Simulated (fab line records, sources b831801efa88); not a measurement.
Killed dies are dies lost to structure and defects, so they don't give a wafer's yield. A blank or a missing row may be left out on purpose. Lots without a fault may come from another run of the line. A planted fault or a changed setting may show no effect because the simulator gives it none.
fab line records | flow sky130
record lots=11 wafers=33 last_day=50
route steps=708 shown DNWELL@39 NWELL@63 VT_ADJUST_LVTN@117 PAD_OPEN@708
lots that met no fault: from a run of the same line without faults
start_h: hours from the record's first day to the start of the lot's first wafer shown | wait_h: hours since the lot's step before | " the same as in the row above | L1.1+2: a row that stands for several wafers | - no value, or no start given | * or withheld: withheld | < > ~ a bound
route shown NAME@n: a module of which the file shows steps, and the number in the route of the first | usual: mean/standard deviation of fault-free wafers | same: alike in all rows | chamber/n: place in a boat | sites: the reading at each site | _std_site: their standard deviation | _edge_site: outer sites' mean less inner sites' | radius_mm: how far each site lies from the wafer's centre | mask NAME#n: copy n | behind: the tool/chamber that last shaped the wafer | hold: why the lot was held/for how many hours/how that ended | device: the transistor (n, p or np) that didn't switch | end of line: the same wafers' tests at the end of the route | a step without rows: its recipe alone | killed: dies lost to structure and defects at the first sort, not the wafer's yield | map: a wafer's dies, x killed, . not, _ none there
set.NAME: the setting as run; set.NAME@STEP: as run at that earlier step | model.NAME: the simulator's own value behind a step, which no gauge read
steps of the route over a sample of lots; a table a step, a row a wafer
services: from which hour (start_h, from the record's first day; less than 0 if before it) a tool's chamber was out of use, for how many hours, and why
## steps
# step SKY_DNWELL_EXPOSE_04
# recipe mask_id=DNM na=0.57 target_cd_nm=3000 dose_mj=222
# columns lot.wafer tool chamber start_h wait_h mask
L625.3+4+6 iline_stepper-01 0 53.72 - DNM#0
L628.2+3+6 iline_stepper-01 0 59.83 - DNM#0
L630.1+3+5 iline_stepper-01 0 71.33 - DNM#0
L631.2+5+6 iline_stepper-01 0 77.67 - NWM#0
L638.3+5+6 iline_stepper-02 0 119.51 - DNM#0
L640.2+3+6 iline_stepper-02 0 123.82 - DNM#0
L639.1+3+4 iline_stepper-01 0 124.07 - DNM#0
L643.2+4+6 iline_stepper-02 0 141.79 - DNM#0
L644.3+4+6 iline_stepper-01 0 147.67 - DNM#0
L645.2+3+5 iline_stepper-01 0 151.42 - DNM#0
L647.1+3+4 iline_stepper-01 0 158.87 - DNM#0
# step SKY_DNWELL_TW_MEAS_09
# usual DNWELL_TW=1116/12
# columns lot.wafer tool chamber start_h wait_h DNWELL_TW
L625.3 film_metro-04 - 61.39 0.1 1130
L625.4 " - " " 1131
L625.6 " - " " 1132
L628.2 film_metro-02 - 68.00 0.1 1137
L628.3 " - " " 1128
L628.6 " - " " 1131
L630.1 film_metro-01 - 78.90 0.1 1091
L630.3 " - " " 1091
L630.5 " - " " 1089
L631.2 film_metro-04 - 86.86 0.1 30
L631.5 " - " " 30
L631.6 " - " " 30
L638.3 film_metro-02 - 128.54 0.1 1111
L638.5 " - " " 1118
L638.6 " - " " 1113
L640.2 film_metro-04 - 132.63 0.1 1116
L640.3 " - " " 1124
L640.6 " - " " 1122
L639.1 film_metro-01 - 132.65 0.1 1117
L639.3 " - " " 1111
L639.4 " - " " 1109
L643.2 film_metro-01 - 152.08 0.1 1104
L643.4 " - " " 1105
L643.6 " - " " 1105
L644.3 film_metro-04 - 157.76 0.1 1098
L644.4 " - " " 1102
L644.6 " - " " 1102
L645.2 film_metro-02 - 161.91 0.1 1124
L645.3 " - " " 1121
L645.5 " - " " 1124
L647.1 film_metro-04 - 169.11 0.1 1110
L647.3 " - " " 1105
L647.4 " - " " 1108
# step SKY_NWELL_OVL_MEAS_10
# usual NWELL_00_OVL=1.2/1.2
# columns lot.wafer tool chamber start_h wait_h NWELL_00_OVL[nm]
L625.3 overlay-01 - 94.93 - 0.4
L625.4 " - " " 0.0
L625.6 " - " " 0.2
L628.2 overlay-02 - 100.81 - 0.5
L628.3 " - " " -1.0
L628.6 " - " " 0.1
L630.1 overlay-01 - 111.45 - 1.2
L630.3 " - " " 2.4
L630.5 " - " " 1.5
L631.2 overlay-01 - 120.49 - 2.6
L631.5 " - " " -0.1
L631.6 " - " " 2.6
L638.3 overlay-01 - 169.03 - 1.0
L638.5 " - " " 1.4
L638.6 " - " " 1.4
L640.2 overlay-02 - 172.59 - 2.0
L640.3 " - " " 2.1
L640.6 " - " " 3.2
L639.1 overlay-01 - 173.17 - 1.7
L639.3 " - " " 0.9
L639.4 " - " " 2.1
L643.2 overlay-01 - 192.94 - 0.5
L643.4 " - " " 2.0
L643.6 " - " " 0.6
L644.3 overlay-02 - 198.01 - 0.4
L644.4 " - " " 2.0
L644.6 " - " " 1.2
L645.2 overlay-01 - 203.82 - 2.9
L645.3 " - " " 0.6
L645.5 " - " " 2.0
L647.1 overlay-01 - 211.18 - 0.6
L647.3 " - " " 1.2
L647.4 " - " " 0.7
# step SKY_NWELL_TW_MEAS_15
# usual NWELL_TW=1825/17
# columns lot.wafer tool chamber start_h wait_h NWELL_TW
L625.3 film_metro-04 - 95.52 0.1 1843
L625.4 " - " " 1835
L625.6 " - " " 1841
L628.2 film_metro-02 - 101.40 0.1 1844
L628.3 " - " " 1843
L628.6 " - " " 1837
L630.1 film_metro-02 - 112.04 0.1 1847
L630.3 " - " " 1841
L630.5 " - " " 1836
L631.2 film_metro-01 - 121.08 0.1 1932
L631.5 " - " " 1944
L631.6 " - " " 1950
L638.3 film_metro-02 - 169.62 0.1 1824
L638.5 " - " " 1824
L638.6 " - " " 1825
L640.2 film_metro-01 - 173.18 0.1 1805
L640.3 " - " " 1803
L640.6 " - " " 1803
L639.1 film_metro-01 - 173.75 0.1 1804
L639.3 " - " " 1803
L639.4 " - " " 1802
L643.2 film_metro-02 - 193.53 0.1 1844
L643.4 " - " " 1841
L643.6 " - " " 1839
L644.3 film_metro-01 - 198.61 0.1 1790
L644.4 " - " " 1803
L644.6 " - " " 1797
L645.2 film_metro-01 - 204.41 0.1 1803
L645.3 " - " " 1812
L645.5 " - " " 1820
L647.1 film_metro-01 - 211.77 0.1 1813
L647.3 " - " " 1821
L647.4 " - " " 1808
# step SKY_NWELL_STRIP_25
# recipe chemistry=O2/N2 power_w=1400 pressure_mtorr=1500 platen_temp_c=withheld o2_flow_sccm=3000 n2_flow_sccm=300 overash_fraction=0.5
# usual drypump_motor_current_A=5.4/0.45 oes_product_au=0.723/0.0045 strip_time_to_endpoint_s=36.93/0.1
# columns lot.wafer tool chamber start_h wait_h drypump_motor_current_A oes_product_au rf_hours_counter_h strip_time_to_endpoint_s
L625.3 plasma_asher-01 1 112.32 0.1 4.8 0.728 - 37.03
L625.4 " 0 " " 5.8 0.726 - 37.09
L625.6 " 0 " " 5.9 0.725 - 37.05
L628.2 plasma_asher-02 0 117.94 0.1 6.1 0.732 30 37.01
L628.3 " 1 " " 5.8 0.730 - 37.11
L628.6 " 0 " " 6.1 0.726 - 36.90
L630.1 plasma_asher-03 0 130.54 0.1 5.2 0.725 45 37.00
L630.3 " 0 " " 5.2 0.720 - 36.95
L630.5 " 1 " " 5.3 0.731 - 36.97
L631.2 plasma_asher-03 1 139.32 0.1 5.2 0.721 45 36.73
L631.5 " 0 " " 5.2 0.723 - 36.87
L631.6 " 1 " " 5.2 0.718 - 36.77
L638.3 plasma_asher-03 1 190.17 0.1 5.3 0.727 - 36.91
L638.5 " 0 " " 5.2 0.730 - 36.88
L638.6 " 1 " " 5.3 0.727 - 36.89
L640.2 plasma_asher-02 1 194.27 0.1 5.8 0.727 38 36.92
L640.3 " 0 " " 6.1 0.711 - 36.88
L640.6 " 1 " " 5.8 0.722 - 36.92
L639.1 plasma_asher-01 0 194.39 0.1 5.9 0.719 53 36.83
L639.3 " 0 " " 5.8 0.719 - 36.93
L639.4 " 1 " " 4.7 0.723 - 36.91
L643.2 plasma_asher-03 0 214.64 0.1 5.2 0.730 53 37.05
L643.4 " 0 " " 5.2 0.715 - 37.04
L643.6 " 1 " " 5.3 0.719 - 36.98
L644.3 plasma_asher-03 1 221.20 0.1 5.3 0.726 - 36.96
L644.4 " 0 " " 5.2 0.725 - 36.93
L644.6 " 1 " " 5.2 0.730 - 36.93
L645.2 plasma_asher-03 0 227.20 0.1 5.2 0.723 54 36.95
L645.3 " 1 " " 5.3 0.731 - 36.94
L645.5 " 0 " " 5.2 0.731 - 36.97
L647.1 plasma_asher-01 1 234.90 0.1 4.7 0.720 57 36.99
L647.3 " 0 " " 5.9 0.720 - 36.95
L647.4 " 1 " " 4.7 0.724 - 36.93
# step SKY_VT_ADJUST_LVTN_STRIP_20
# recipe chemistry=O2/N2 power_w=1400 pressure_mtorr=1500 platen_temp_c=withheld o2_flow_sccm=3000 n2_flow_sccm=300 overash_fraction=0.5
# usual drypump_motor_current_A=5.6/0.4 oes_product_au=0.716/0.0042 strip_time_to_endpoint_s=14.19/0.038
# columns lot.wafer tool chamber start_h wait_h drypump_motor_current_A oes_product_au rf_hours_counter_h strip_time_to_endpoint_s
L625.3 plasma_asher-02 1 172.16 0.1 5.8 0.717 - 14.19
L625.4 " 0 " " 6.1 0.718 - 14.22
L625.6 " 1 " " 5.8 0.716 - 14.19
L628.2 plasma_asher-04 1 176.10 0.1 5.3 0.717 6 14.14
L628.3 " 1 " " 5.3 0.718 - 14.13
L628.6 " 1 " " 5.3 0.710 - 14.14
L630.1 plasma_asher-04 0 192.65 0.1 5.5 0.715 7 14.16
L630.3 " 1 " " 5.4 0.721 - 14.16
L630.5 " 0 " " 5.5 0.719 - 14.12
L631.2 plasma_asher-01 0 202.94 0.1 5.9 0.711 53 14.13
L631.5 " 1 " " 4.7 0.703 - 14.12
L631.6 " 0 " " 5.9 0.714 - 14.13
L638.3 plasma_asher-04 0 259.63 0.1 5.5 0.713 - 14.22
L638.5 " 1 " " 5.4 0.720 - 14.28
L638.6 " 0 " " 5.6 0.719 - 14.22
L640.2 plasma_asher-02 1 263.40 0.1 5.8 0.717 44 14.18
L640.3 " 0 " " 6.1 0.711 - 14.19
L640.6 " 1 " " 5.8 0.723 - 14.21
L639.1 plasma_asher-04 1 264.03 0.1 5.3 0.714 14 14.19
L639.3 " 1 " " 5.3 0.716 - 14.20
L639.4 " 0 " " 5.6 0.718 - 14.19
L643.2 plasma_asher-04 0 286.29 0.1 5.5 0.713 16 14.19
L643.4 " 0 " " 5.6 0.716 - 14.18
L643.6 " 1 " " 5.3 0.716 - 14.20
L644.3 plasma_asher-02 1 292.58 0.1 5.8 0.725 - 14.20
L644.4 " 0 " " 6.1 0.728 - 14.21
L644.6 " 1 " " 5.8 0.712 - 14.21
L645.2 plasma_asher-02 0 298.64 0.1 6.1 0.714 48 14.24
L645.3 " 0 " " 6.1 0.714 - 14.21
L645.5 " 0 " " 6.1 0.708 - 14.18
L647.1 plasma_asher-02 1 308.30 0.1 5.8 0.726 49 14.15
L647.3 " 1 " " 5.8 0.714 - 14.16
L647.4 " 0 " " 6.1 0.715 - 14.17
# step SKY_PAD_OPEN_PROBE_99
# usual killed_at_M0_to_M3=43/7.2 killed_at_M4_up=3.1/1.8 killed_at_contacts=24/5.4 killed_at_front_end=15/4.4 killed_at_other=0.4/0.56 killed_dies=86/9.3 killed_on_rim=17/3.6 killed_open=47/6.9 killed_short=39/6.6
# same gross_dies=492 killed_at_back_side=0
# columns lot.wafer tool chamber start_h wait_h killed_at_M0_to_M3 killed_at_M4_up killed_at_contacts killed_at_front_end killed_at_other killed_dies killed_on_rim killed_open killed_short
L631.2 prober-01 - 1118.11 0.1 47 2 23 419 1 492 96 47 36
L631.5 prober-01 - 1118.26 0.2 49 1 24 418 0 492 96 51 39
L631.6 prober-01 - 1118.31 0.2 39 8 26 419 0 492 96 62 27
L638.5 prober-02 - 1158.75 0.2 42 4 25 16 0 87 18 57 30
L639.1 prober-01 - 1161.92 0.1 45 3 23 15 0 86 15 44 41
L639.4 prober-01 - 1162.07 0.2 56 5 30 21 0 112 19 61 51
L640.2 prober-02 - 1163.50 0.1 38 5 19 11 1 74 15 30 44
L640.3 prober-02 - 1163.55 0.2 39 4 33 13 0 89 17 47 42
L640.6 prober-02 - 1163.70 0.2 51 3 18 12 0 84 19 49 35
# killed by level:class
L631.2 DNWELL:area_expose=409 VIA1:geometric_particle:open=12 CONTACT:geometric_particle:open=8 METAL1:geometric_particle:short=6 VIA2:geometric_particle:open=6 VIA3:geometric_particle:short=5 LI_CONTACT:geometric_particle:open=5 LOCAL_INTERCONNECT:geometric_particle:short=5
L631.5 DNWELL:area_expose=402 LI_CONTACT:geometric_particle:open=8 VIA1:geometric_particle:open=8 VIA3:geometric_particle:open=7 METAL1:geometric_particle:short=6 METAL2:geometric_particle:short=6 FIELD_ISO:geometric_particle:open=5 LOCAL_INTERCONNECT:geometric_particle:short=5
L631.6 DNWELL:area_expose=403 VIA1:geometric_particle:open=13 LI_CONTACT:geometric_particle:open=11 CONTACT:geometric_particle:open=11 VIA3:geometric_particle:open=7 FIELD_ISO:geometric_particle:open=4 METAL4:geometric_particle:short=4 VIA4:geometric_particle:open=4
L638.5 CONTACT:geometric_particle:open=12 VIA2:geometric_particle:open=8 VIA1:geometric_particle:open=8 VIA3:geometric_particle:open=7 LI_CONTACT:geometric_particle:open=6 FIELD_ISO:geometric_particle:open=5 FIELD_ISO:geometric_particle:short=4 POLY_GATE:geometric_particle:short=4
L639.1 CONTACT:geometric_particle:open=13 VIA1:geometric_particle:open=10 VIA3:geometric_particle:short=7 LOCAL_INTERCONNECT:geometric_particle:short=6 VIA3:geometric_particle:open=6 METAL2:geometric_particle:short=4 METAL3:geometric_particle:short=4 FIELD_ISO:geometric_particle:short=3
L639.4 VIA1:geometric_particle:open=15 CONTACT:geometric_particle:open=13 METAL2:geometric_particle:short=10 FIELD_ISO:geometric_particle:open=6 POLY_GATE:geometric_particle:short=6 POLY_GATE:geometric_particle:open=6 LI_CONTACT:geometric_particle:open=6 VIA3:geometric_particle:short=6
L640.2 METAL1:geometric_particle:short=9 FIELD_ISO:geometric_particle:short=6 VIA3:geometric_particle:open=6 CONTACT:geometric_particle:open=6 VIA1:geometric_particle:open=5 LI_CONTACT:geometric_particle:open=4 CONTACT:geometric_particle:short=4 VIA1:geometric_particle:short=4
L640.3 CONTACT:geometric_particle:open=11 VIA1:geometric_particle:open=8 CONTACT:geometric_particle:short=7 METAL2:geometric_particle:short=6 VIA3:geometric_particle:open=6 LI_CONTACT:geometric_particle:open=5 POLY_GATE:geometric_particle:short=5 LOCAL_INTERCONNECT:geometric_particle:short=5
L640.6 VIA1:geometric_particle:open=11 VIA3:geometric_particle:open=9 VIA2:geometric_particle:open=8 CONTACT:geometric_particle:open=6 FIELD_ISO:geometric_particle:open=5 LOCAL_INTERCONNECT:geometric_particle:short=5 VIA1:geometric_particle:short=5 METAL3:geometric_particle:short=4
## services
# columns tool chamber start_h hours kind
iline_stepper-01 - 33.89 8.9 pm
iline_stepper-02 - 65.98 1.7 pm
plasma_asher-04 - 75.66 8.8 repair
plasma_asher-04 - 108.75 9.0 pm
plasma_asher-04 0 108.75 9.0 vent_cycle
plasma_asher-04 1 108.75 9.0 vent_cycle
plasma_asher-04 0 117.75 - clean
plasma_asher-04 1 117.75 - clean
plasma_asher-03 - 133.71 0.7 repair
iline_stepper-01 - 137.75 - consumable_replace:lamp
iline_stepper-02 0 160.82 - calibration
iline_stepper-02 - 173.77 - calibration
plasma_asher-04 - 183.31 1.2 repair
iline_stepper-02 - 199.16 4.4 pm
iline_stepper-01 - 205.76 1.7 pm
iline_stepper-01 0 226.27 - calibration
plasma_asher-04 - 231.86 0.7 repair
iline_stepper-02 - 240.56 6.2 repair
iline_stepper-01 - 268.14 1.0 repair
iline_stepper-02 - 284.16 1.7 pm
iline_stepper-01 - 307.57 4.4 pm
## key
first_sign step=SKY_DNWELL_EXPOSE_04 reading=mask direction=changed
effect step=SKY_DNWELL_TW_MEAS_09 reading=DNWELL_TW direction=down sigmas=92 usual=1116 struck=30
effect step=SKY_NWELL_TW_MEAS_15 reading=NWELL_TW direction=up sigmas=7.1 usual=1825 struck=1942
effect step=SKY_PAD_OPEN_PROBE_99 reading=killed_at_front_end direction=up sigmas=92 usual=15 struck=419
more_kills_born_at SKY_DNWELL_EXPOSE_04@iline_stepper-01=1214
met_at SKY_DNWELL_EXPOSE_04
struck_lots L631
tester_left_out L631
not_acting_at SKY_NWELL_OVL_MEAS_10,SKY_NWELL_STRIP_25,SKY_VT_ADJUST_LVTN_STRIP_20
onset_between 71.33 77.67
fault kind=wrong_mask tool=any chamber=- onset_h=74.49 steps=SKY_DNWELL_EXPOSE_04 aux_copy=NWM#0 scope=struck_lots_only
# tester_left_out: of these lots the tester's yield and bins aren't shown, on N5 and GAA mostly nor the transistor test; their killed dies are dies lost to structure and defects alone, not to doping, threshold or leakage, so they don't give the yield
